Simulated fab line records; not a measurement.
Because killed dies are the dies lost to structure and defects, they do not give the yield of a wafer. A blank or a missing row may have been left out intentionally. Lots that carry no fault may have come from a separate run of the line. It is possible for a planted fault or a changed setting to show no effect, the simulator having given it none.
What tool caused it? ; flow gf180mcu ; 24 lots, 72 wafers sampled, at 3 steps of a route of 602

## WHAT THE GAUGES SHOWED, per wafer
GF_VT_IMPLANT_OVL_MEAS_18.
lot;measured;on;VT_IMPLANT_01_OVL (nm)
L074;day 6 07:41;overlay-01;-0.9 -0.2 -0.4
L075;day 6 11:53;overlay-01;-0.6 -1.0 -1.2
L076;day 6 18:44;overlay-01;-1.7 -1.8 -0.7
L077;day 7 00:38;overlay-02;-0.1 -0.3 0.0
L078;day 7 06:14;overlay-02;1.6 -1.3 0.3
L079;day 7 12:29;overlay-01;-2.3 -0.8 -1.4
L080;day 7 20:56;overlay-01;0.0 -0.5 -1.2
L081;day 8 00:47;overlay-01;-0.3 -0.4 1.4
L082;day 8 10:02;overlay-01;-0.3 -0.2 -0.7
L083;day 8 13:56;overlay-01;-0.1 -0.4 0.3
L084;day 8 21:05;overlay-01;-1.8 -0.7 -1.1
L085;day 9 04:26;overlay-02;0.4 1.4 1.1
L086;day 9 10:19;overlay-01;-0.4 -1.1 0.3
L087;day 9 14:49;overlay-01;-2.1 -0.6 -1.3
L088;day 9 20:35;overlay-01;1.0 1.4 1.7
L089;day 10 06:29;overlay-01;-0.1 0.1 0.4
L090;day 10 12:26;overlay-02;-0.4 0.5 1.4
L091;day 10 17:08;overlay-02;-2.2 -3.0 -2.4
L092;day 11 01:05;overlay-01;-1.3 -0.9 -1.9
L093;day 11 06:50;overlay-02;0.2 -1.2 0.3
L094;day 11 12:10;overlay-02;-2.2 -4.1 -2.6
L095;day 11 20:43;overlay-02;0.0 -2.3 -0.6
L096;day 12 00:13;overlay-02;0.0 -1.8 0.0
L097;day 12 08:31;overlay-02;-1.3 1.5 -0.2

GF_V1_RS_MEAS_24: a four-point-probe measurement.
lot;measured;on;V1_W_RS (ohm/sq)
L074;day 18 03:12;film-metro-02;0.324 0.323 0.324
L075;day 18 19:53;film-metro-04;0.332 0.326 0.326
L076;day 18 23:50;film-metro-02;0.326 0.328 0.322
L077;day 19 06:35;film-metro-04;0.331 0.325 0.330
L078;day 19 21:05;film-metro-02;0.326 0.323 0.324
L079;day 20 02:11;film-metro-04;0.323 0.323 0.330
L080;day 20 19:55;film-metro-04;0.334 0.338 0.338
L081;day 21 01:49;film-metro-04;0.327 0.335 0.332
L082;day 21 06:58;film-metro-04;0.331 0.327 0.326
L083;day 21 10:05;film-metro-04;0.329 0.327 0.325
L084;day 22 04:15;film-metro-02;0.331 0.335 0.329
L085;day 22 07:12;film-metro-04;0.331 0.331 0.330
L086;day 22 11:05;film-metro-01;0.331 0.332 0.327
L087;day 23 02:22;film-metro-04;0.332 0.335 0.332
L088;day 23 10:20;film-metro-01;0.330 0.330 0.328
L089;day 24 06:17;film-metro-02;0.327 0.331 0.330
L090;day 24 07:28;film-metro-01;0.328 0.330 0.331
L091;day 24 09:35;film-metro-02;0.325 0.330 0.326
L092;day 25 00:54;film-metro-01;0.322 0.327 0.324
L093;day 25 08:35;film-metro-04;0.323 0.331 0.329
L094;day 25 08:18;film-metro-02;0.327 0.324 0.330
L095;day 25 13:09;film-metro-02;0.329 0.327 0.335
L096;day 26 02:31;film-metro-01;0.328 0.327 0.332
L097;day 26 06:26;film-metro-01;0.331 0.328 0.327

## WHICH TOOL RAN EACH LOT (tool, then ch and the chambers of the sampled wafers, then the start)
lot;GF_V1_CVD_23
L074;cvd-w-01 ch 0,1, day 18 03:05
L075;cvd-w-02 ch 0,1, day 18 19:46
L076;cvd-w-01 ch 0,1, day 18 23:43
L077;cvd-w-01 ch 0,1, day 19 06:28
L078;cvd-w-01 ch 0,1, day 19 20:59
L079;cvd-w-01 ch 0,1, day 20 02:05
L080;cvd-w-02 ch 0, day 20 19:43
L081;cvd-w-01 ch 0, day 21 01:36
L082;cvd-w-02 ch 0, day 21 06:46
L083;cvd-w-02 ch 0, day 21 09:52
L084;cvd-w-02 ch 0,1, day 22 04:08
L085;cvd-w-02 ch 0,1, day 22 07:05
L086;cvd-w-01 ch 0,1, day 22 10:59
L087;cvd-w-02 ch 0, day 23 02:02
L088;cvd-w-01 ch 0,1, day 23 10:12
L089;cvd-w-01 ch 0,1, day 24 06:11
L090;cvd-w-02 ch 0, day 24 07:16
L091;cvd-w-02 ch 0,1, day 24 09:27
L092;cvd-w-01 ch 0,1, day 25 00:47
L093;cvd-w-02 ch 0,1, day 25 08:28
L094;cvd-w-01 ch 0,1, day 25 08:11
L095;cvd-w-02 ch 0,1, day 25 13:02
L096;cvd-w-01 ch 0,1, day 26 02:24
L097;cvd-w-02 ch 0,1, day 26 06:19
- GF_V1_CVD_23: deposits W, target thk 350 nm, time 105.05 s.

## WHAT THE TOOLS THEMSELVES READ (means of the sampled wafers that have a number; where no wafer has one, the mark that the record gives instead)
GF_V1_CVD_23.
lot;tool;heater-power-w (W)
L074;cvd-w-01;823
L075;cvd-w-02;778
L076;cvd-w-01;849
L077;cvd-w-01;809
L078;cvd-w-01;824
L079;cvd-w-01;808
L080;cvd-w-02;907
L081;cvd-w-01;883
L082;cvd-w-02;898
L083;cvd-w-02;914
L084;cvd-w-02;770
L085;cvd-w-02;845
L086;cvd-w-01;856
L087;cvd-w-02;935
L088;cvd-w-01;822
L089;cvd-w-01;837
L090;cvd-w-02;925
L091;cvd-w-02;857
L092;cvd-w-01;851
L093;cvd-w-02;785
L094;cvd-w-01;864
L095;cvd-w-02;854
L096;cvd-w-01;858
L097;cvd-w-02;853

## THE ANSWER, worked out from the rows above alone
Rule: usual is defined by the lots themselves. Put in order of their means at a reading, lots are off if they are a third of the lots or fewer, leave a main group of 4 or more, and stand apart from it by a gap of 3 or more times the standard deviation of the main group's means; of several such gaps the widest counts. The tables above print the reading to a certain number of digits; a main group whose means all agree to those digits is not used. Also off: a lot with no number at a reading for which 4 or more lots have one. The other lots that the step has rows for count as sound. Order of review: gauges by route order, followed by the tools' own readings, for which a lot's mean as printed above is used. The first step at which some lot is off is used, and at that step the reading that is off furthest; a lot without a number counts as furthest.
No lot is off on any of the readings shown, so nothing can be concluded from this.

## WHAT THE SIMULATOR PUT IN
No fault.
